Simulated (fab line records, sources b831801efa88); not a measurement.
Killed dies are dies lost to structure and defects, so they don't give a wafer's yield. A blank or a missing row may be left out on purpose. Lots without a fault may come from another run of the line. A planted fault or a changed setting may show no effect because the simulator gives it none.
Problem report in the 8D (eight disciplines) form, filled by code | flow gf180mcu | the parts of the form that need people (team, actions taken, sign-off) are left out

1. THE PROBLEM
V2_W_RS at GF_V2_RS_MEAS_24 reads a mean of 0.355 ohm/sq on 6 wafers of 2 lots; wafers without a fault read 0.329 ohm/sq with a standard deviation of 0.0036. That is +7.3 standard deviations from the usual mean.
The step: measures by four-point-probe.
First seen on wafer L301.3, day 21 20:31, on film_metro-02. The record holds 33 wafers of 11 lots with a number at this step. Rule for "out", or "out of limits": more than 4 standard deviations from the usual mean. The other wafers with a number count as sound.

2. WHAT IT IS AND WHAT IT IS NOT
question                    | is                           | is not
which readings at this step | V2_W_RS                      | -
which lots                  | L301, L302                   | L297, L298, L300, L311, L313, L315, L316, L317, L318
which wafers of those lots  | all that have a number       | -
read on which gauges        | film_metro-02, film_metro-04 | film_metro-03
when                        | from day 21 20:31            | up to then (9 sound wafers); but 18 sound wafers of L311, L313, L315, L316, L317, L318 came after

3. SUSPECTS, AND WHAT RULES EACH OUT
Counting: a tool at a process step up to the reading stays a suspect if it ran every lot that is out and no sound lot after the first of them.
- the gauge at GF_V2_RS_MEAS_24: ruled out. The wafers that are out were read on 2 gauges (film_metro-02, film_metro-04).
- plasma_asher-04 at GF_M2_STRIP_17 (strips in O2/N2): ruled out as a lasting fault. Sound lots L316, L315 ran on it after its first lot that is out, L301 (day 20 18:44).
- cvd_w-01 at GF_V2_CVD_23 (deposits W, target thk 350 nm, time 104.94 s): ruled out as a lasting fault. Sound lots L311, L316, L315, L317, L318 ran on it after its first lot that is out, L301 (day 21 20:23).
Left after counting: nothing in the record.

4. THE CAUSE (what the simulator had put in)
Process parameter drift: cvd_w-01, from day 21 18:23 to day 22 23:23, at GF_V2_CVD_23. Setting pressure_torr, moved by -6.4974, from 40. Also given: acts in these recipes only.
Counting ruled it out, wrongly: the rule takes a fault to strike every lot that its tool runs from its start on, and this one did not.

5. THE CHAIN OF EFFECTS, in route order
Each row: a reading whose mean over the struck wafers that have a number lies more than 3 standard deviations from the usual. Only readings for which the record gives a usual standard deviation are gone through. hours: the time from each lot's start at the first step in this table that gives one to its start at this step, as a median over the lots. sigmas: the change in usual standard deviations.
hours | step              | reading               | usual        | on struck wafers | change | sigmas
0     | GF_V2_CVD_23      | chamber_pressure_Torr | 40.00 Torr   | 33.56            | -6.44  | -69
0     | GF_V2_RS_MEAS_24  | V2_W_RS               | 0.329 ohm/sq | 0.355            | +0.026 | +7.3
0     | GF_V2_THK_MEAS_25 | V2_W_THK              | 364 nm       | 338              | -26    | -5.3
The process steps in it:
- GF_V2_CVD_23: deposits W, target thk 350 nm, time 104.94 s.

6. WHAT WOULD HAVE CAUGHT IT SOONER
In this record the first reading out of limits at a measuring or inspecting step was taken at day 21 20:31, 2 hours after the fault began at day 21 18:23.
The tool's own readings at GF_V2_CVD_23 were out on every struck wafer that the step has a row for (chamber_pressure_Torr): an alarm limit on them would have fired on the first of those.
